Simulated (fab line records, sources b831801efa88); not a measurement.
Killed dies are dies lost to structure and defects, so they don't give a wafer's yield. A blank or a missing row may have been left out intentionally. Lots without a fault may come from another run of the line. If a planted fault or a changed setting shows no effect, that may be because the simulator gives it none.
Which tool was responsible? / flow sky130 / 12 lots with 36 wafers sampled at 2 steps, on a route of 708 steps

== WHAT THE GAUGES READ, wafer by wafer ==
SKY_LI_CONTACT_CD_MEAS_12: target cd 170 nm.
lot=L074; measured=day 28 22:43; on=cd sem-02; cd nm (nm)=169.6 169.0 169.4
lot=L077; measured=day 30 18:37; on=cd sem-02; cd nm (nm)=169.6 169.7 169.3
lot=L079; measured=day 34 05:37; on=cd sem-02; cd nm (nm)=167.5 168.7 168.1
lot=L083; measured=day 34 08:00; on=cd sem-02; cd nm (nm)=171.5 169.6 170.0
lot=L081; measured=day 34 09:06; on=cd sem-01; cd nm (nm)=170.5 170.7 169.2
lot=L082; measured=day 34 11:00; on=cd sem-02; cd nm (nm)=168.2 167.3 170.0
lot=L088; measured=day 34 16:14; on=cd sem-01; cd nm (nm)=171.0 169.7 169.4
lot=L089; measured=day 34 18:22; on=cd sem-01; cd nm (nm)=173.9 172.7 173.1
lot=L091; measured=day 34 19:25; on=cd sem-02; cd nm (nm)=169.2 169.1 169.4
lot=L093; measured=day 35 05:01; on=cd sem-02; cd nm (nm)=168.5 168.8 168.8
lot=L095; measured=day 35 11:06; on=cd sem-01; cd nm (nm)=171.1 170.1 171.4
lot=L097; measured=day 36 08:32; on=cd sem-02; cd nm (nm)=171.6 170.7 170.7

== EACH LOT AND THE TOOL THAT RAN IT (in order: tool; ch and the chambers of the sampled wafers; start) ==
lot=L074; SKY_SD_N_RTA_14=rtp anneal-02 ch 0, day 27 17:58
lot=L077; SKY_SD_N_RTA_14=rtp anneal-02 ch 0, day 29 13:28
lot=L079; SKY_SD_N_RTA_14=rtp anneal-02 ch 0, day 33 01:55
lot=L083; SKY_SD_N_RTA_14=rtp anneal-02 ch 0, day 33 04:13
lot=L081; SKY_SD_N_RTA_14=rtp anneal-02 ch 0, day 33 04:44
lot=L082; SKY_SD_N_RTA_14=rtp anneal-02 ch 0, day 33 06:43
lot=L088; SKY_SD_N_RTA_14=rtp anneal-02 ch 0, day 33 12:29
lot=L089; SKY_SD_N_RTA_14=rtp anneal-02 ch 0, day 33 13:31
lot=L091; SKY_SD_N_RTA_14=rtp anneal-02 ch 0, day 33 15:25
lot=L093; SKY_SD_N_RTA_14=rtp anneal-02 ch 0, day 34 01:25
lot=L095; SKY_SD_N_RTA_14=rtp anneal-02 ch 0, day 34 08:19
lot=L097; SKY_SD_N_RTA_14=rtp anneal-02 ch 0, day 35 04:49
- SKY_SD_N_RTA_14: time 2 s.

== THE ANSWER, worked out from the rows above alone ==
Rule: the lots themselves supply what counts as usual. Put in order of their means at a reading, lots are off if they are a third of the lots or fewer, leave a main group of 4 or more, and stand apart from it by a gap of 3 or more times the standard deviation of the main group's means; of several such gaps the widest counts. A main group whose means are all the same, to the digits that the tables above print for the reading, isn't used. Also off: a lot with no number at a reading for which 4 or more lots have one. All remaining lots with rows at the step are treated as sound.
Across all readings shown, no lot is off: no conclusion can be drawn from this.

== WHAT THE SIMULATOR PUT IN ==
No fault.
